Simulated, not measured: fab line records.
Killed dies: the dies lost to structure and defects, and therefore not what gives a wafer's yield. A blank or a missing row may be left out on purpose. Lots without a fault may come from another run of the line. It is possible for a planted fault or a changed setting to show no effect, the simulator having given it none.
A lot that was struck, set against a sound lot    flow sky130    16 steps out of a route of 708
Sound: wafers L786.2, L786.3, L786.5. Struck: wafers L791.1, L791.2, L791.4. The cause is given at the end.
For every step that has rows: the tool of each side, followed by ch and its chambers, followed by its first start. Under that, the readings that differ: sound wafers    struck wafers    difference of the means    sigmas: that difference in standard deviations of wafers without a fault.
alike: words and numbers the same on both sides, and readings whose means are apart by under 2 such deviations; not compared: readings that were withheld, readings missing a value for some wafer, numbers with overlapping values and no deviation given by the record, and bounds like >300 which may hide the same value.
A row with sigmas, a row that says differs or no value, or rows on one side alone: a step with any of these is where the two part. Numbers that don't overlap but have no deviation are shown without sigmas and don't part them. Lack of a reading on every wafer of one side parts them only where that side has two or more wafers.

SKY_FIELD_ISO_THK_MEAS_04:
  sound on filmMetro-04 at day 2 04:29; struck on filmMetro-01 at day 3 05:56
reading                    sound              struck             difference  sigmas
FIELD_ISO_CVD_03_THK (nm)  167.3 166.6 167.6  162.6 162.3 164.8  -3.9        -2
then, 8 steps without rows for these wafers: SKY_FIELD_ISO_DEHYDRATE_05 (time 60 s); SKY_FIELD_ISO_HMDS_06 (prime time 60 s); SKY_FIELD_ISO_COAT_07 (resist thk 60 nm); SKY_FIELD_ISO_COAT_08 (resist thk 450 nm); SKY_FIELD_ISO_SOFTBAKE_09 (time 90 s); SKY_FIELD_ISO_EXPOSE_10 (exposes mask FOM, target cd 150 nm); SKY_FIELD_ISO_PEB_11; SKY_FIELD_ISO_DEVELOP_12 (develop time 60 s).
SKY_FIELD_ISO_CD_MEAS_13: the cd target is 150 nm.
  sound on cdSem-02 at day 2 19:54; struck on cdSem-01 at day 3 22:13
  alike: cdNm
SKY_FIELD_ISO_ETCH_14: etches BARC in N2/H2, stops on SiO2, time 45.9 s, target depth 60 nm.
  sound on rieDiel-04 ch 0,3, day 2 20:00; struck on rieDiel-04 ch 0,2,3, day 3 22:20
  alike: drypumpMotorCurrentA, oesProductAu, throttleValvePct
  not compared: rfHoursCounterH
SKY_FIELD_ISO_ETCH_15: etches the open film in CHF3/O2, stops on Si, target depth 180 nm, time 72 s.
  sound on rieDiel-04 ch 0,3, day 2 20:02; struck on rieDiel-04 ch 0,2,3, day 3 22:22
  alike: O2_flow_sccm, chf3FlowSccm, drypumpMotorCurrentA, oesProductAu, throttleValvePct
  not compared: rfHoursCounterH
SKY_FIELD_ISO_STRIP_16: strips in O2/N2.
  sound on plasmaAsher-04 ch 0, day 2 20:06; struck on plasmaAsher-03 ch 0,1, day 3 22:26
  no value came back on the struck wafers for chamberPressureMTorr (mTorr), drypumpMotorCurrentA (A), oesProductAu (a.u.), stripTimeToEndpointS (s); on the sound wafers chamberPressureMTorr (mTorr) reads 1501.6 1500.5 1499.9
reading                                          sound  struck           difference  sigmas
model.KrF-thick_of_FIELD_ISO_COAT_08.thkNm (nm)  0 0 0  236 241.6 247.7  +242        
  not compared: rfHoursCounterH
SKY_FIELD_ISO_ETCH_17: etches Si in HBr/Cl2/O2, target depth 342 nm, time 97.7 s.
  sound on rieSi-02 ch 0,3, day 2 20:12; struck on rieSi-01 ch 0,1,3, day 3 22:32
reading                                          sound              struck             difference  sigmas
oesProductAu (a.u.)                              0.993 0.992 0.986  1.012 1.048 1.028  +0.039      +2
model.KrF-thick_of_FIELD_ISO_COAT_08.thkNm (nm)  0 0 0              119 120.1 130.4    +123        
  alike: O2_flow_sccm, drypumpMotorCurrentA, mfcCl2Sccm, throttleValvePct
  not compared: rfHoursCounterH
then, 1 step without rows for these wafers: SKY_FIELD_ISO_WET_ETCH_18 (etches Si3N4 in H3PO4, target depth 25 nm, time 286 s).
-- here the record skips 44 days between the struck wafers' starts before and after, leaving off in module FIELD_ISO and picking up in module PAD_OPEN (first step shown: number 708 of the route) --
SKY_PAD_OPEN_PROBE_99:
  sound on prober-01 at day 46 21:50; struck on prober-01 at day 47 22:58
reading           sound     struck       difference  sigmas
killedAtFrontEnd  12 7 15   432 432 436  +422        +99 or more
killedDies        77 79 86  492 492 492  +411        +45
killedOnRim       12 16 18  96 96 96     +81         +22
  alike: killed_at_M0_to_M3, killed_at_M4_up, killedAtContacts, killedAtOther, killedOpen, killedShort

## WHERE THEY PART
Earliest at SKY_FIELD_ISO_THK_MEAS_04; latest, in this record, at SKY_PAD_OPEN_PROBE_99.

WHY: what the simulator had put in
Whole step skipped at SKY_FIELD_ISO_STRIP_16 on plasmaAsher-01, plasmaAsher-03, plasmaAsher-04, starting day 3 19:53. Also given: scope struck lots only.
